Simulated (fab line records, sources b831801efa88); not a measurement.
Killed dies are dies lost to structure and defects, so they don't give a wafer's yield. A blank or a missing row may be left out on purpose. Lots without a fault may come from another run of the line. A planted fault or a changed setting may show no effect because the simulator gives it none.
Chamber matching | flow sky130 | SKY_LI_CONTACT_ETCH_15 on rie_diel-04: 4 sister chambers
The step etches PSG in C4F8/O2/Ar, stops on Si, target depth 600 nm. 22 wafers are shown with their chamber, then 11 later ones without.

WAFERS WITH THEIR CHAMBER
wafer  | chamber | oes_product_au (a.u.)
L080.1 | 3       | 0.839
L080.3 | 1       | 0.840
L080.4 | 1       | 0.839
L081.2 | 3       | 0.840
L081.5 | 2       | 0.835
L081.6 | 1       | 0.835
L082.2 | 1       | 0.840
L082.3 | 0       | 0.835
L082.6 | 3       | 0.832
L084.1 | 3       | 0.837
L084.4 | 0       | 0.834
L084.6 | 2       | 0.833
L086.2 | 3       | 0.832
L086.5 | 1       | 0.840
L086.6 | 2       | 0.841
L087.1 | 2       | 0.836
L087.2 | 0       | 0.834
L087.3 | 1       | 0.841
L087.4 | 3       | 0.839
L087.5 | 3       | 0.841
L087.6 | 2       | 0.828
L088.1 | 3       | 0.840

SIGNATURES (means of the wafers above)
reading        | chamber 0 | chamber 1 | chamber 2 | chamber 3 | scatter within a chamber
oes_product_au | 0.83433   | 0.83917   | 0.83460   | 0.83750   | 0.00336
Rule: a wafer's distance from a chamber is the root of the sum, over the readings, of the square of ((its reading less the chamber's mean) divided by the reading's scatter). The wafer belongs to the nearest chamber; if the next one is less than 2 further off, it can't be placed. The scatter: the root of (the sum of the squares of (reading less its chamber's mean) over the shown wafers, divided by (wafers less chambers)).

WAFERS WITHOUT THEIR CHAMBER
wafer  | oes_product_au (a.u.)
L088.3 | 0.839
L088.4 | 0.839
L091.2 | 0.833
L091.4 | 0.840
L091.5 | 0.833
L094.1 | 0.835
L094.2 | 0.836
L094.6 | 0.841
L097.3 | 0.843
L097.4 | 0.828
L097.5 | 0.834

WHICH CHAMBER EACH WENT THROUGH
wafer  | from the rows above               | in truth
L088.3 | can't be placed: 1 or 3 or 2 or 0 | 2
L088.4 | can't be placed: 1 or 3 or 2 or 0 | 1
L091.2 | can't be placed: 0 or 2 or 3 or 1 | 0
L091.4 | can't be placed: 1 or 3 or 2 or 0 | 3
L091.5 | can't be placed: 0 or 2 or 3 or 1 | 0
L094.1 | can't be placed: 2 or 0 or 3 or 1 | 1
L094.2 | can't be placed: 2 or 3 or 0 or 1 | 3
L094.6 | can't be placed: 1 or 3 or 2 or 0 | 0
L097.3 | can't be placed: 1 or 3 or 2 or 0 | 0
L097.4 | can't be placed: 0 or 2 or 3 or 1 | 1
L097.5 | can't be placed: 0 or 2 or 3 or 1 | 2
Placed correctly: 0 of 11. Can't be placed from these rows: 11 (the true chamber is among the candidates in 11). Placed wrongly: 0.
